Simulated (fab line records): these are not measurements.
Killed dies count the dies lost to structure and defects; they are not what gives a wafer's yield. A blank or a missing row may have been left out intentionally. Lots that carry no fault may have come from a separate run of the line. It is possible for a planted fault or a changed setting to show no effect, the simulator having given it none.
What tool caused it?    flow gf180mcu    at 1 step of a route of 602, 13 lots with 39 wafers sampled

== WHAT EACH GAUGE READ, for each wafer ==
GF_MVPSD_TW_MEAS_11. Usual: for MVPSD_TW the level is 560.2 and the standard deviation is 2.9.
lot   measured      on             MVPSD_TW           flag
L969  day 5 07:19   film-metro-04  564.0 558.1 557.8  
L970  day 5 14:05   film-metro-04  560.4 559.1 558.9  
L971  day 5 18:24   film-metro-04  560.0 560.3 558.6  
L972  day 5 23:33   film-metro-02  564.5 563.0 562.1  
L973  day 6 07:59   film-metro-04  558.6 559.2 559.3  
L974  day 6 13:55   film-metro-04  559.9 556.5 562.2  
L975  day 6 17:58   film-metro-04  562.6 560.1 562.6  
L982  day 8 10:17   film-metro-02  561.2 561.3 561.9  
L984  day 9 01:20   film-metro-02  560.2 556.0 557.8  
L986  day 9 08:18   film-metro-04  557.7 559.9 557.2  
L989  day 10 10:23  film-metro-04  555.3 553.9 555.9  
L990  day 10 12:02  film-metro-03  563.1 560.9 562.5  
L991  day 10 18:49  film-metro-03  564.7 564.1 560.1  

== EACH LOT AND THE TOOL THAT RAN IT (in order: tool; ch and the chambers of the sampled wafers; start) ==
Record: no process step prior to these readings.

== WHAT THE TOOLS THEMSELVES READ (means of the sampled wafers that have a number; where no wafer has one, the mark that the record gives instead) ==
The record holds no such reading with a usual standard deviation.

== THE ANSWER, worked out from the rows above alone ==
Rule: a lot counts as off when the mean over its wafers that have a number is more than 3 standard deviations away from the usual mean. Also off: a lot with no number at a reading for which 4 or more lots have one. Any other lot the step has rows for is counted as sound. Order of review: gauges by route order, followed by the tools' own readings, for which a lot's mean as printed above is used. The first step at which some lot is off is used, and at that step the reading that is off furthest; a lot without a number counts as furthest.
None of the lots is off at any reading shown; this tells nothing.

== WHAT HAD BEEN PUT IN BY THE SIMULATOR ==
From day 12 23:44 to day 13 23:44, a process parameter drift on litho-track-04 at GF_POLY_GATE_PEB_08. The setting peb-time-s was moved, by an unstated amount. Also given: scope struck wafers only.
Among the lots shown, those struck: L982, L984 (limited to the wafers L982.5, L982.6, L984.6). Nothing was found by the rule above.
